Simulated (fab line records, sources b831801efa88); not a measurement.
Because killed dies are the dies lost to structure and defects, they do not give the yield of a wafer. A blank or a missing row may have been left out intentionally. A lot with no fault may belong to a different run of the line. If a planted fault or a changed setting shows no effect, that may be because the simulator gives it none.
Which tool was responsible? | flow gf180mcu | 39 wafers from 13 lots sampled at 3 of the route's 602 steps

== WHAT THE GAUGES READ, wafer by wafer ==
GF_TOP_METAL_RS_MEAS_05: uses a four-point probe to measure.
lot  | measured     | on            | TOP_METAL_ALCU_RS (ohm/sq)
L744 | day 27 16:42 | film metro-03 | 0.0328 0.0327 0.0328
L745 | day 27 19:40 | film metro-03 | 0.0322 0.0323 0.0325
L746 | day 28 09:03 | film metro-03 | 0.0323 0.0327 0.0324
L747 | day 28 11:59 | film metro-02 | 0.0333 0.0329 0.0333
L749 | day 29 08:49 | film metro-03 | 0.0332 0.0332 0.0329
L750 | day 29 12:31 | film metro-03 | 0.0330 0.0330 0.0329
L752 | day 30 03:53 | film metro-03 | 0.0329 0.0331 0.0331
L753 | day 30 04:55 | film metro-03 | 0.0330 0.0326 0.0327
L754 | day 30 11:38 | film metro-03 | 0.0331 0.0338 0.0331
L755 | day 30 12:14 | film metro-04 | 0.0333 0.0326 0.0327
L756 | day 31 06:17 | film metro-04 | 0.0332 0.0326 0.0325
L762 | day 32 14:41 | film metro-04 | 0.0324 0.0323 0.0325
L766 | day 33 11:09 | film metro-04 | 0.0329 0.0328 0.0328

GF_PASSIVATION_THK_MEAS_01.
lot  | measured     | on            | PASSIVATION_CVD_00_THK (nm)
L744 | day 28 13:37 | film metro-01 | 1031 1008 1035
L745 | day 28 16:45 | film metro-01 | 1019 1033 1043
L746 | day 29 05:24 | film metro-04 | 1014 1028 1032
L747 | day 29 08:42 | film metro-04 | 1015 1004 1027
L749 | day 30 04:41 | film metro-04 | 1001 994 1022
L750 | day 30 08:23 | film metro-04 | 1025 1019 1032
L752 | day 30 22:38 | film metro-04 | 1013 1018 1037
L753 | day 30 23:56 | film metro-04 | 1029 1042 1035
L754 | day 31 06:17 | film metro-02 | 999 1045 1024
L755 | day 31 07:03 | film metro-04 | 1040 1037 1045
L756 | day 32 00:08 | film metro-01 | 1008 1017 1029
L762 | day 33 07:43 | film metro-02 | 1014 1007 1022
L766 | day 34 03:41 | film metro-01 | 1027 1038 1024

== TOOL THAT RAN EACH LOT (tool first, then ch and the chambers of the sampled wafers, then the start) ==
lot  | GF_M4_SPUTTER_01
L744 | pvd sputter-04, day 22 21:22
L745 | pvd sputter-02, day 23 01:16
L746 | pvd sputter-01, day 23 17:04
L747 | pvd sputter-02, day 23 20:19
L749 | pvd sputter-01, day 24 19:12
L750 | pvd sputter-01, day 24 22:13
L752 | pvd sputter-04, day 25 18:16
L753 | pvd sputter-02, day 25 18:26
L754 | pvd sputter-04, day 26 00:22
L755 | pvd sputter-02, day 26 02:41
L756 | pvd sputter-01, day 26 22:17
L762 | pvd sputter-02, day 28 13:30
L766 | pvd sputter-04, day 29 12:28
- GF_M4_SPUTTER_01: material TiN, target thk 30 nm, time 25 s.

== AS READ BY THE TOOLS THEMSELVES (means over the sampled wafers that have a number; for cases with no such wafer, the mark the record gives instead) ==
GF_M4_SPUTTER_01.
lot  | tool           | cathode dc power W (W) | throttle valve pct (%)
L744 | pvd sputter-04 | 6499.5                 | 30.7
L745 | pvd sputter-02 | 6500.5                 | 29.5
L746 | pvd sputter-01 | 6499.6                 | 29.2
L747 | pvd sputter-02 | 6501.3                 | 30.2
L749 | pvd sputter-01 | 6500.0                 | 30.0
L750 | pvd sputter-01 | 6500.6                 | 29.2
L752 | pvd sputter-04 | 6500.0                 | 30.3
L753 | pvd sputter-02 | 6498.9                 | 30.9
L754 | pvd sputter-04 | 6499.3                 | 31.0
L755 | pvd sputter-02 | 6500.7                 | 30.2
L756 | pvd sputter-01 | 6500.6                 | 30.3
L762 | pvd sputter-02 | 6500.6                 | 30.8
L766 | pvd sputter-04 | 6499.9                 | 30.6

== THE ANSWER, worked out from the rows above alone ==
Rule: what is usual is taken from the lots themselves. Put in order of their means at a reading, lots are off if they are a third of the lots or fewer, leave a main group of 4 or more, and stand apart from it by a gap of 3 or more times the standard deviation of the main group's means; of several such gaps the widest counts. Not used: any main group whose means are identical at the precision the tables above print for the reading. A lot without any number at a reading at which 4 lots or more have one is off too. Any other lot the step has rows for is counted as sound. After the gauges, taken in route order, come the tools' own readings; for these a lot's mean is taken, as printed above. The first step at which some lot is off is used, and at that step the reading that is off furthest; a lot without a number counts as furthest.
Nothing can be told from this: no lot is off at any reading shown.

== WHAT THE SIMULATOR PUT IN ==
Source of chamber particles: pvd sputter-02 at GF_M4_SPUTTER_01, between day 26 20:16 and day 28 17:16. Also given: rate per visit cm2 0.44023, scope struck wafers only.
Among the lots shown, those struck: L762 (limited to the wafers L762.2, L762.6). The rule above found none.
